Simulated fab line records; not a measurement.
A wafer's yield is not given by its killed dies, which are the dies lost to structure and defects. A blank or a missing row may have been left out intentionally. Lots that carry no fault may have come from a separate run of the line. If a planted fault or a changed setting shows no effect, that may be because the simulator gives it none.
A lot that was struck, set against a sound lot ; flow sky130 ; 21 out of 708 route steps
Sound: wafers L459.3, L459.4, L459.5. Wafers struck: L464.3, L464.4, L464.6. The cause is named last.
Per side, at each step with rows, come the tool, then ch with its chambers, and then its first start. Under that, the readings that differ: sound wafers ; struck wafers ; difference of the means ; sigmas: that difference in standard deviations of wafers without a fault.
alike: readings with means less than 2 such deviations apart, plus words and numbers identical on both sides. not compared: withheld readings, readings lacking a value on some wafer, bounds such as >300 that could conceal the same value, and numbers that have no deviation in the record and whose values overlap.
Wherever a step has rows on one side only, a row that says differs or no value, or a row with sigmas, the two part there. Numbers that don't overlap but have no deviation are shown without sigmas and don't part them. A reading missing from all wafers of one side parts the sides only when that side holds two or more wafers.

SKY_SD_N_RS_MEAS_17: the measuring method here is four-point-probe.
  sound: film-metro-02 at day 32 17:07; struck: film-metro-02 at day 33 23:20
  alike: SD_P_RS
SKY_SD_N_RS_MEAS_18: the measuring method here is four-point-probe.
  sound: film-metro-02 at day 32 17:14; struck: film-metro-02 at day 33 23:27
  alike: RES_XHIGH_RS
then, 2 steps without rows for these wafers: SKY_SALICIDE_CLEAN_00 (cleans in HF-last, time 30 s); SKY_LI_CONTACT_HDPCVD_00 (deposits PSG, target thk 930 nm, time 155 s).
SKY_LI_CONTACT_THK_MEAS_01:
  sound: film-metro-02 at day 32 17:27; struck: film-metro-04 at day 33 23:40
  alike: LI_CONTACT_HDPCVD_THK
SKY_LI_CONTACT_CMP_02: polishes PSG.
  sound on cmp-01 ch 0,1,3, day 32 17:40; struck on cmp-02 ch 2,3, day 33 23:43
  alike: motor-current-A, time-to-endpoint-s
SKY_LI_CONTACT_BOW_MEAS_03:
  sound: film-metro-02 at day 32 18:01; struck: film-metro-01 at day 34 00:03
  alike: LI_CONTACT_BOW
then, 5 steps without rows for these wafers: SKY_LI_CONTACT_DEHYDRATE_04 (time 60 s); SKY_LI_CONTACT_HMDS_05 (prime time 60 s); SKY_LI_CONTACT_COAT_06 (resist thk 60 nm); SKY_LI_CONTACT_COAT_07 (resist thk 450 nm); SKY_LI_CONTACT_SOFTBAKE_08 (time 90 s).
SKY_LI_CONTACT_EXPOSE_09: exposes mask LICM1, target cd 170 nm.
  sound on krf-scanner-01 ch 0, day 33 08:24; struck on krf-scanner-01 ch 0, day 34 13:48
  alike: mask
then, 2 steps without rows for these wafers: SKY_LI_CONTACT_PEB_10; SKY_LI_CONTACT_DEVELOP_11 (develop time 60 s).
SKY_LI_CONTACT_CD_MEAS_12 targets a cd of 170 nm.
  sound: cd-sem-01 at day 33 21:05; struck: cd-sem-02 at day 35 01:21
reading;sound;struck;difference;sigmas
cd-nm (nm);171.3 170.1 170.2;149.2 114.4 124.4;-41.2;-23
SKY_LI_CONTACT_OVL_MEAS_13:
  sound: overlay-01 at day 33 21:11; struck: overlay-02 at day 35 01:26
  alike: LI_CONTACT_OVL
SKY_LI_CONTACT_ETCH_14: etches BARC in N2/H2, stops on SiO2, time 45.9 s, target depth 60 nm.
  sound on rie-diel-02 ch 0,1, day 33 21:13; struck on rie-diel-02 ch 0,1, day 35 01:29
reading;sound;struck;difference;sigmas
model.LI_CONTACT.cd-nm (nm);170.9 170.2 171.5;149.8 115.3 125.1;-40.8;
  alike: drypump-motor-current-A, h2-flow-sccm, n2-flow-sccm, oes-product-au, throttle-valve-pct
  not compared: rf-hours-counter-h
SKY_LI_CONTACT_ETCH_15: etches PSG in C4F8/O2/Ar, stops on Si, target depth 600 nm.
  sound on rie-diel-02 ch 0,1, day 33 21:15; struck on rie-diel-02 ch 0,1, day 35 01:34
reading;sound;struck;difference;sigmas
model.LI_CONTACT.cd-nm (nm);170.9 169.5 170.8;150 114.7 124.8;-41;
  alike: oes-product-au
SKY_LI_CONTACT_STRIP_16: strips in O2/N2.
  sound on plasma-asher-03 ch 0,1, day 33 21:22; struck on plasma-asher-04 ch 0,1, day 35 01:41
  alike: drypump-motor-current-A, n2-flow-sccm, oes-product-au, strip-time-to-endpoint-s
  not compared: rf-hours-counter-h
-- record jumps: 15 days separate the struck wafers' starts on either side; left off in module LI_CONTACT, taken up again in module PAD_OPEN, whose first shown step is the route's number 708 --
SKY_PAD_OPEN_PROBE_99:
  sound: prober-02 at day 49 04:58; struck: prober-01 at day 50 00:07
reading;sound;struck;difference;sigmas
killed-at-contacts;38 32 22;41 434 419;+267;+43
killed-dies;100 97 81;111 492 488;+271;+28
killed-on-rim;18 19 16;20 96 96;+53;+14
  alike: killed_at_M0_to_M3, killed_at_M4_up, killed-at-front-end, killed-at-other, killed-open, killed-short

## WHERE THEY PART
First at SKY_LI_CONTACT_CD_MEAS_12; last, within this record, at SKY_PAD_OPEN_PROBE_99.

WHY: whatever the simulator had introduced
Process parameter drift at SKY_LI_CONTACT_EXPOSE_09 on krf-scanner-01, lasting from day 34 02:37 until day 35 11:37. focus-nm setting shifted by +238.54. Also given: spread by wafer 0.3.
